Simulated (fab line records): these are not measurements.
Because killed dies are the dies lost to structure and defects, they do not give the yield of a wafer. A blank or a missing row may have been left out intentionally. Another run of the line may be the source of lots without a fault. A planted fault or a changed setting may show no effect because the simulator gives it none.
Chamber matching -- flow gf180mcu -- 4 sister chambers for GF_V4_CMP_26 on cmp-02
The step polishes, stops on SiO2, t overpolish 15 s, target thk 0 nm. 16 wafers are shown with their chamber, then 8 later ones without.

== EACH WAFER AND ITS CHAMBER ==
wafer,chamber,motor current A (A),time to endpoint s (s),edge zone pressure frac
L450.2,3,11.8,83,1.000
L450.5,1,12.3,81,1.006
L450.6,0,10.0,91,1.007
L451.1,2,9.1,87,0.994
L451.3,3,11.0,88,1.004
L451.5,1,12.5,87,1.001
L453.1,3,11.8,83,1.000
L453.3,2,8.9,82,0.998
L453.5,1,12.4,82,0.996
L459.1,0,9.8,89,1.000
L459.2,1,11.9,85,0.990
L459.3,3,11.1,81,1.001
L467.1,3,11.5,84,0.994
L467.4,1,12.3,81,0.992
L467.5,1,11.8,80,0.999
L468.3,0,9.4,92,1.002

SIGNATURES, as means of the wafers listed above
reading,chamber 0,chamber 1,chamber 2,chamber 3,scatter within a chamber
motor current A,9.733,12.200,9.000,11.440,0.313
time to endpoint s,90.67,82.67,84.50,83.80,2.6
edge zone pressure frac,1.00300,0.99733,0.99600,0.99980,0.00467
Rule: for a wafer and a chamber, the distance is found by dividing, reading by reading, the gap between the wafer's reading and the chamber's mean by the reading's scatter, squaring, summing and taking the root. If the next closest chamber is less than 2 further off than the closest, the wafer can't be placed; otherwise it belongs to the closest. How the scatter is found: for the shown wafers, subtract from each reading the mean of its chamber, square and add these, divide the total by (wafers less chambers), then take the root.

== WAFERS WITH NO CHAMBER GIVEN ==
wafer,motor current A (A),time to endpoint s (s),edge zone pressure frac
L468.4,11.3,83,1.001
L468.5,11.4,86,0.992
L472.1,9.8,89,1.004
L472.2,11.6,83,0.997
L472.4,12.0,85,1.000
L473.3,9.1,83,0.995
L473.4,12.4,81,0.987
L473.6,9.1,81,0.996

== EACH ONE'S CHAMBER ==
wafer,from the rows above,in truth
L468.4,3,3
L468.5,can't be placed: 3 or 1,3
L472.1,0,0
L472.2,can't be placed: 3 or 1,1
L472.4,can't be placed: 1 or 3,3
L473.3,2,2
L473.4,can't be placed: 1 or 3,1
L473.6,2,2
Placed correctly: 4 of 8. Not placeable from these rows: 4 (in 4, the candidates include the true chamber). 0 placed wrongly.
